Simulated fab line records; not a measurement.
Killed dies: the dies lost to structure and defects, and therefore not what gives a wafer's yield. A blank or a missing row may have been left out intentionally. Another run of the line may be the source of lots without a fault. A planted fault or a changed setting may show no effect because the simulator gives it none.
Which of the tools did it? || flow sky130 || Sampling: 6 lots, 18 wafers, 3 of 708 route steps

## WHAT EACH GAUGE READ, for each wafer
SKY_POLY_GATE_OVL_MEAS_14.
{"lot": "L303", "measured": "day 18 13:01", "on": "overlay-02", "POLY_GATE_OVL (nm)": "0 1 -9"}
{"lot": "L307", "measured": "day 19 06:05", "on": "overlay-02", "POLY_GATE_OVL (nm)": "11 2 2"}
{"lot": "L309", "measured": "day 19 22:53", "on": "overlay-01", "POLY_GATE_OVL (nm)": "33 28 33 30 28 30"}
{"lot": "L313", "measured": "day 21 06:22", "on": "overlay-01", "POLY_GATE_OVL (nm)": "5 2 0"}
{"lot": "L320", "measured": "day 23 18:49", "on": "overlay-02", "POLY_GATE_OVL (nm)": "11 -4 1"}
{"lot": "L322", "measured": "day 24 09:14", "on": "overlay-01", "POLY_GATE_OVL (nm)": "2 2 1"}

## EACH LOT AND THE TOOL THAT RAN IT (in order: tool; ch and the chambers of the sampled wafers; start)
{"lot": "L303", "SKY_FIELD_ISO_STRIP_16": "plasmaAsher-02 ch 0,1, day 3 04:04", "SKY_POLY_GATE_EXPOSE_10": "krfScanner-01 ch 0, day 17 22:13"}
{"lot": "L307", "SKY_FIELD_ISO_STRIP_16": "plasmaAsher-04 ch 0,1, day 3 12:40", "SKY_POLY_GATE_EXPOSE_10": "krfScanner-01 ch 0, day 18 15:32"}
{"lot": "L309", "SKY_FIELD_ISO_STRIP_16": "plasmaAsher-04 ch 0,1, day 3 20:59", "SKY_POLY_GATE_EXPOSE_10": "krfScanner-01 ch 0, day 19 07:56"}
{"lot": "L313", "SKY_FIELD_ISO_STRIP_16": "plasmaAsher-01 ch 0,1, day 4 19:31", "SKY_POLY_GATE_EXPOSE_10": "krfScanner-02 ch 0, day 20 15:31"}
{"lot": "L320", "SKY_FIELD_ISO_STRIP_16": "plasmaAsher-02 ch 0,1, day 6 08:22", "SKY_POLY_GATE_EXPOSE_10": "krfScanner-02 ch 0, day 23 03:40"}
{"lot": "L322", "SKY_FIELD_ISO_STRIP_16": "plasmaAsher-02 ch 0,1, day 6 18:40", "SKY_POLY_GATE_EXPOSE_10": "krfScanner-02 ch 0, day 23 18:39"}
- SKY_FIELD_ISO_STRIP_16: strips in O2/N2.
- SKY_POLY_GATE_EXPOSE_10: exposes mask P1M, target cd 150 nm.

## THE ANSWER, worked out from the rows above alone
Rule: usual is defined by the lots themselves. Put in order of their means at a reading, lots are off if they are a third of the lots or fewer, leave a main group of 4 or more, and stand apart from it by a gap of 3 or more times the standard deviation of the main group's means; of several such gaps the widest counts. A main group whose means are all the same, to the digits that the tables above print for the reading, isn't used. Also off: a lot with no number at a reading for which 4 or more lots have one. Where the step has rows for the other lots, those lots are counted as sound.
Off: at SKY_POLY_GATE_OVL_MEAS_14 (POLY_GATE_OVL), L309. For the main group the mean is 2 nm and the standard deviation 2.5.
If a tool, at a process step before that reading, ran all the lots that are off and no sound lot after the first of them, it fits. Gauges at SKY_POLY_GATE_OVL_MEAS_14: tried the same way as those tools. This does not decide it: 2 tools fit, namely plasmaAsher-04 at SKY_FIELD_ISO_STRIP_16 and krfScanner-01 at SKY_POLY_GATE_EXPOSE_10.

## WHAT THE SIMULATOR HAD INSERTED
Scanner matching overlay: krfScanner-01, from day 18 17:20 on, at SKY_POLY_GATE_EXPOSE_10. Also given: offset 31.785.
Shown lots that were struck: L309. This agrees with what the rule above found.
